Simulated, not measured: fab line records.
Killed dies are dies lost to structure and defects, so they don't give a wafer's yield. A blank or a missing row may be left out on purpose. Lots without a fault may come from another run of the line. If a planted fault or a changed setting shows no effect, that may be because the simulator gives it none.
Struck lot and sound lot, side by side / flow gf180mcu / 14 steps out of a route of 602
Sound: these wafers, L823.1, L823.2, L823.6. Wafers L814.1, L814.3, L814.4 were the ones struck. The cause is given at the end.
Order at every step that has rows: each side's tool, ch and its chambers, its first start. Under that, the readings that differ: sound wafers / struck wafers / difference of the means / sigmas: that difference in standard deviations of wafers without a fault.
alike: readings with means less than 2 such deviations apart, plus words and numbers identical on both sides. not compared: withheld readings, readings lacking a value on some wafer, bounds such as >300 that could conceal the same value, and numbers that have no deviation in the record and whose values overlap.
The two part at a step that has a row with sigmas, a row that says differs or no value, or rows on one side only. When numbers do not overlap yet have no deviation, they are printed without sigmas and do not part them. A reading that every wafer of one side lacks parts them only if that side has two wafers or more.

GF_V1_CMP_26: polishes, stops on SiO2, t overpolish 15 s, target thk 0 nm.
  sound on cmp-01 ch 1,2, day 25 02:23; struck on cmp-02 ch 0,1,2, day 22 05:50
  alike: motor current A, overpolish run s, time to endpoint s
GF_M2_SPUTTER_00: material Ti, target thk 37.5 nm, time 150 s.
  struck on pvd sputter-01, day 22 06:08; sound on pvd sputter-03, day 25 02:41
  alike: cathode dc power W, throttle valve pct
GF_M2_SPUTTER_01: material TiN, target thk 30 nm, time 25 s.
  struck on pvd sputter-01, day 22 06:14; sound on pvd sputter-03, day 25 02:47
  alike: cathode dc power W, throttle valve pct
GF_M2_SPUTTER_02: material AlCu, target thk 450 nm, time 23.9 s.
  struck on pvd sputter-01, day 22 06:16; sound on pvd sputter-03, day 25 02:49
  alike: cathode dc power W, throttle valve pct
then, 1 step without rows for these wafers: GF_M2_SPUTTER_03 (material Ti, target thk 10 nm, time 6.7 s).
GF_M2_SPUTTER_04: material TiN, target thk 50 nm, time 41.7 s.
  struck on pvd sputter-01, day 22 06:19; sound on pvd sputter-03, day 25 02:52
  alike: cathode dc power W, throttle valve pct
GF_M2_RS_MEAS_05: uses a four-point probe to measure.
  struck on film metro-01, day 22 06:22; sound on film metro-02, day 25 02:54
  alike: M2_ALCU_RS
GF_M2_THK_MEAS_06: measures by xrf.
  struck on film metro-01, day 22 06:29; sound on film metro-02, day 25 03:01
  alike: M2_ALCU_THK
then, 4 steps without rows for these wafers: GF_M2_DEHYDRATE_07 (time 60 s); GF_M2_HMDS_08 (prime time 60 s); GF_M2_COAT_09 (resist thk 1000 nm); GF_M2_SOFTBAKE_10 (time 60 s).
GF_M2_EXPOSE_11: exposes mask Metal2, target cd 280 nm.
  struck on krf scanner-02, day 22 18:02; sound on krf scanner-01 ch 0, day 25 13:40
  no value came back on the struck wafers for exposure dose mJ cm2, focus offset nm (nm), reticle temp C (C), stage vel mm s (mm/s); on the sound wafers exposure dose mJ cm2 reads 28.004 28.007 28.018
  alike: mask
then, 1 step without rows for these wafers: GF_M2_PEB_12 (peb time 90 s).

WHERE THEY PART
GF_M2_EXPOSE_11 only, going by this record.

WHY: what the simulator had put in
Step skipped in full: krf scanner-02, at GF_M2_EXPOSE_11, from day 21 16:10 onward. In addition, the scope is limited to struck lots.
